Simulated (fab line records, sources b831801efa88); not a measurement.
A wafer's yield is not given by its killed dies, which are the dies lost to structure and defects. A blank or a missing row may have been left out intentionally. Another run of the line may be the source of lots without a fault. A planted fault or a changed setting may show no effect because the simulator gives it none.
A lot that was struck, set against a sound lot / flow sky130 / 15 out of 708 route steps
Sound: the wafers L230.1, L230.4, L230.5. Wafers L224.3, L224.4, L224.5 were the ones struck. Last of all comes the cause.
Each step with rows lists, per side, the tool, then ch with its chambers, then its first start. Under that, the readings that differ: sound wafers / struck wafers / difference of the means / sigmas: that difference in standard deviations of wafers without a fault.
alike: same words and numbers on both sides, and readings whose means sit less than 2 such deviations apart. not compared: any withheld reading, any reading some wafer has no value for, any bound like >300 that may hide the same value, and any number with overlapping values for which the record gives no deviation.
Wherever a step has rows on one side only, a row that says differs or no value, or a row with sigmas, the two part there. Non-overlapping numbers with no deviation appear without sigmas and do not part them. A reading that every wafer of one side lacks parts them only if that side has two wafers or more.

first, 1 step without rows for these wafers: SKY_VIA4_CMP_21 (polishes, stops on SiO2, t overpolish 25 s, target thk 0 nm).
SKY_METAL5_SPUTTER_00: material Ti, target thk 15 nm, time 10 s.
  sound on pvd-sputter-02, day 47 05:43; struck on pvd-sputter-03, day 45 18:52
  alike: chamber-pressure-pa, throttle-valve-pct
SKY_METAL5_SPUTTER_01: material TiN, target thk 20 nm, time 16.7 s.
  sound on pvd-sputter-02, day 47 05:44; struck on pvd-sputter-03, day 45 18:53
  alike: chamber-pressure-pa, throttle-valve-pct
SKY_METAL5_SPUTTER_02: material AlCu, target thk 1150 nm, time 61.2 s.
  sound on pvd-sputter-02, day 47 05:45; struck on pvd-sputter-03, day 45 18:55
  alike: chamber-pressure-pa, throttle-valve-pct
SKY_METAL5_SPUTTER_03: material Ti, target thk 5 nm, time 3.3 s.
  sound on pvd-sputter-02, day 47 05:48; struck on pvd-sputter-03, day 45 18:58
  alike: chamber-pressure-pa, throttle-valve-pct
SKY_METAL5_SPUTTER_04: material TiN, target thk 70 nm, time 58.3 s.
  sound on pvd-sputter-02, day 47 05:49; struck on pvd-sputter-03, day 45 18:59
  alike: chamber-pressure-pa, throttle-valve-pct
SKY_METAL5_RS_MEAS_05: the measuring method here is four-point-probe.
  sound on film-metro-04, day 47 05:52; struck on film-metro-01, day 45 19:04
reading=METAL5_ALCU_RS (ohm/sq); sound=0.02656 0.02653 0.02663; struck=0.02725 0.02736 0.02711; difference=+0.00067; sigmas=+3
SKY_METAL5_THK_MEAS_06: measures by xrf.
  sound on film-metro-04, day 47 05:59; struck on film-metro-01, day 45 19:10
reading=METAL5_ALCU_THK (nm); sound=1176 1178 1174; struck=1138 1135 1144; difference=-37; sigmas=-3
then, 4 steps without rows for these wafers: SKY_METAL5_DEHYDRATE_07 (time 60 s); SKY_METAL5_HMDS_08 (prime time 60 s); SKY_METAL5_COAT_09 (resist thk 1800 nm); SKY_METAL5_SOFTBAKE_10 (time 60 s).
SKY_METAL5_EXPOSE_11: exposes mask MM5, target cd 1600 nm.
  sound on iline-stepper-02 ch 0, day 47 15:44; struck on iline-stepper-01 ch 0, day 46 05:25
reading=model.METAL5.overlay-x-nm (nm); sound=-0.5004 -0.5004 -0.5004; struck=321.6 321.6 321.6; difference=+322.1; sigmas=
  alike: mask
following that, these wafers have no rows for 1 step: SKY_METAL5_PEB_12.
-- the record jumps here: 2 days lie between the struck wafers' starts before and after (it left off in module METAL5 and takes up again in module PAD_OPEN, whose first step shown is number 708 of the route) --
SKY_PAD_OPEN_PROBE_99:
  sound on prober-02, day 49 15:56; struck on prober-02, day 48 11:22
reading=model.etest.via4-chain.rc-ohm; sound=0.7567 0.7757 0.818; struck=0.9264 0.9095 0.9319; difference=+0.1391; sigmas=
  alike: defect-limited-yield, killed_at_M0_to_M3, killed_at_M4_up, killed-at-contacts, killed-at-front-end, killed-at-other, killed-dies, killed-open, killed-short, sort_bin_3_pad_short, sort_bin_5_function, sort_bin_6_memory, sort-n-pass, sort-yield-pct

== WHERE THEY PART ==
Earliest at SKY_METAL5_RS_MEAS_05; latest, in this record, at SKY_METAL5_THK_MEAS_06. Later steps at which nothing parts them and some readings are alike: SKY_METAL5_EXPOSE_11, SKY_PAD_OPEN_PROBE_99.

WHY: what had been put in by the simulator
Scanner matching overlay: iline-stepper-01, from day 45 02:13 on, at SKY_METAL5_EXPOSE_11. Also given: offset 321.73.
